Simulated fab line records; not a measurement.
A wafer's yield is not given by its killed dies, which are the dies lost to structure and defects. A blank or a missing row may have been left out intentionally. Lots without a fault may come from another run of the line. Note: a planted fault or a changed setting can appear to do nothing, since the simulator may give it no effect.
One fault through the eyes of 2 desks    flow sky130    each desk holds nothing but its own numbers, with what lay behind them at the end

== FOR THE TOOL OWNER'S DESK: implanter-02 ==
For each lot that ran on this tool, the mean over its sampled wafers that have a number, from the tool's own readings at SKY_LDD_P_IMPLANT_09. The brackets show how far a lot's mean lies from the usual mean; more than 4 standard deviations puts the lot out of limits, marked OUT.
Columns: A = beam on s at SKY_LDD_P_IMPLANT_09, usual 10.00 s; B = dose ions cm2 at SKY_LDD_P_IMPLANT_09, usual 9.999e+12; C = faraday current uA at SKY_LDD_P_IMPLANT_09, usual 56.4
lot   first seen here  A      B                            C
L982  day 18 19:02     10.09  9.982e+12                    56.0
L986  day 20 19:37     10.12  1.000e+13                    55.6
L988  day 21 03:13     9.90   7.922e+12 (-99 or more) OUT  45.2 (-10) OUT
L989  day 21 14:16     10.00  7.929e+12 (-99 or more) OUT  44.8 (-11) OUT
L101  day 25 20:40     10.18  1.001e+13                    55.4
L102  day 25 23:59     9.91   9.996e+12                    56.9
L105  day 27 08:23     10.04  1.000e+13                    56.2
This desk's verdict: out of limits on L988, L989, starting with L988 at day 21 03:13 (dose ions cm2 at SKY_LDD_P_IMPLANT_09). L982, L986, L101, L102, L105: within limits.

== AT THE METROLOGY DESK ==
What the gauges read for every lot (on any tool): the sampled wafers with a number, averaged. The brackets show how far a lot's mean lies from the usual mean; more than 4 standard deviations puts the lot out of limits, marked OUT.
Columns: A = VT_ADJUST_NCORE_OVL at SKY_VT_ADJUST_NCORE_OVL_MEAS_08, usual 0.7 nm; B = POLY_GATE_CVD_00_THK at SKY_POLY_GATE_THK_MEAS_01, usual 180.1 nm; C = LDD_P_TW at SKY_LDD_P_TW_MEAS_11, usual 636
lot   first seen here  A    B      C
L982  day 8 12:41      1.5  177.2  632
L983  day 8 20:46      0.5  180.6  642
L985  day 9 11:56      0.6  179.0  637
L986  day 9 19:07      0.8  180.8  638
L988  day 10 08:08     2.1  180.6  593 (-9.5) OUT
L989  day 10 15:20     1.7  178.4  595 (-9.1) OUT
L998  day 13 06:10     0.8  178.1  640
L999  day 13 14:13     1.3  182.5  631
L101  day 14 01:17     0.7  183.7  630
L102  day 14 06:37     0.2  178.1  633
L103  day 14 12:52     0.3  182.0  635
L105  day 15 08:51     0.0  181.0  629
This desk finds L988, L989 out of limits, with the earliest case on L988 at day 21 03:28 (LDD_P_TW at SKY_LDD_P_TW_MEAS_11). L982, L983, L985, L986, L998, L999, L101, L102, L103, L105: within limits.

== BROUGHT TOGETHER ==
The tool owner's desk could have raised an alarm at day 21 03:13, on L988, L989.
On L988, L989, the metrology desk was in a position to raise an alarm at day 21 03:28.
All the named lots went through SKY_LDD_P_IMPLANT_09 on implanter-02.

== WHAT THE SIMULATOR HAD INSERTED ==
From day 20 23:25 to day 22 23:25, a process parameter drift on implanter-02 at SKY_LDD_P_IMPLANT_09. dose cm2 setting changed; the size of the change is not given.
Struck lots among those shown: L988, L989.
Delay (hours) between the fault's onset and each desk's first out-of-limits reading: 4 at the tool owner's desk, 4 at the metrology desk.
